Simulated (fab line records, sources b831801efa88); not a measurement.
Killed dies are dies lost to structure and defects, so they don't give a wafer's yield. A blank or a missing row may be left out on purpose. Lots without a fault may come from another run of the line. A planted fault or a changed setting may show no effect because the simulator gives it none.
Problem report in the 8D (eight disciplines) form, filled by code | flow sky130 | the parts of the form that need people (team, actions taken, sign-off) are left out

1. THE PROBLEM
VT_ADJUST_NCORE_TW at SKY_VT_ADJUST_NCORE_TW_MEAS_11 reads a mean of 119.7 on 6 wafers of 2 lots; wafers without a fault read 219.8 with a standard deviation of 1.8. That is -56 standard deviations from the usual mean.
First seen on wafer L414.1, day 12 06:25, on film_metro-02. The record holds 36 wafers of 12 lots with a number at this step. Rule for "out", or "out of limits": more than 4 standard deviations from the usual mean. The other wafers with a number count as sound.

2. WHAT IT IS AND WHAT IT IS NOT
question                    | is                           | is not
which readings at this step | VT_ADJUST_NCORE_TW           | -
which lots                  | L414, L415                   | L402, L403, L404, L407, L408, L413, L419, L421, L423, L424
which wafers of those lots  | all that have a number       | -
read on which gauges        | film_metro-01, film_metro-02 | film_metro-03
when                        | from day 12 06:25            | up to then (18 sound wafers); but 12 sound wafers of L419, L421, L423, L424 came after

3. SUSPECTS, AND WHAT RULES EACH OUT
Counting: a tool at a process step up to the reading stays a suspect if it ran every lot that is out and no sound lot after the first of them.
- the gauge at SKY_VT_ADJUST_NCORE_TW_MEAS_11: ruled out. The wafers that are out were read on 2 gauges (film_metro-01, film_metro-02).
- implanter-01 at SKY_VT_ADJUST_NCORE_IMPLANT_09: kept. It ran every lot that is out, first L414 (day 12 06:10), and no sound lot after that; its last sound lot up to then is L408 (day 10 11:43). Its own readings are out on those wafers: dose_ions_cm2, faraday_current_uA.
Left after counting: implanter-01 at SKY_VT_ADJUST_NCORE_IMPLANT_09.

4. THE CAUSE (what the simulator had put in)
Process parameter drift: implanter-01, from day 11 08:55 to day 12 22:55, at SKY_VT_ADJUST_NCORE_IMPLANT_09. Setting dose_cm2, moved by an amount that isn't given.
Counting left only this tool.

5. THE CHAIN OF EFFECTS, in route order
Each row: a reading whose mean over the struck wafers that have a number lies more than 3 standard deviations from the usual. Only readings for which the record gives a usual standard deviation are gone through. hours: the time from each lot's start at the first step in this table that gives one to its start at this step, as a median over the lots. sigmas: the change in usual standard deviations.
hours | step                           | reading            | usual      | on struck wafers | change      | sigmas
0     | SKY_VT_ADJUST_NCORE_IMPLANT_09 | dose_ions_cm2      | 2.4007e+12 | 2.4177e+11       | -2.1589e+12 | -99 or more
0     | SKY_VT_ADJUST_NCORE_IMPLANT_09 | faraday_current_uA | 13.5       | 1.3              | -12.2       | -39
0     | SKY_VT_ADJUST_NCORE_TW_MEAS_11 | VT_ADJUST_NCORE_TW | 219.8      | 119.7            | -100.1      | -56
The process steps in it:
- SKY_VT_ADJUST_NCORE_IMPLANT_09
Later measuring or inspecting steps at which every struck wafer that the step has a row for has a number for every such reading, and none has moved that far: SKY_SONOS_ONO_THK_MEAS_03, SKY_GATE_OXIDE_THK_MEAS_02.

6. WHAT WOULD HAVE CAUGHT IT SOONER
In this record the first reading out of limits at a measuring or inspecting step was taken at day 12 06:25, 22 hours after the fault began at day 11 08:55.
The tool's own readings at SKY_VT_ADJUST_NCORE_IMPLANT_09 were out on every struck wafer that the step has a row for (dose_ions_cm2, faraday_current_uA): an alarm limit on them would have fired on the first of those.
Of the lots that are out (2), L415 began SKY_VT_ADJUST_NCORE_IMPLANT_09 on implanter-01 after day 12 06:25. A hold on the tool at that time would have spared it.
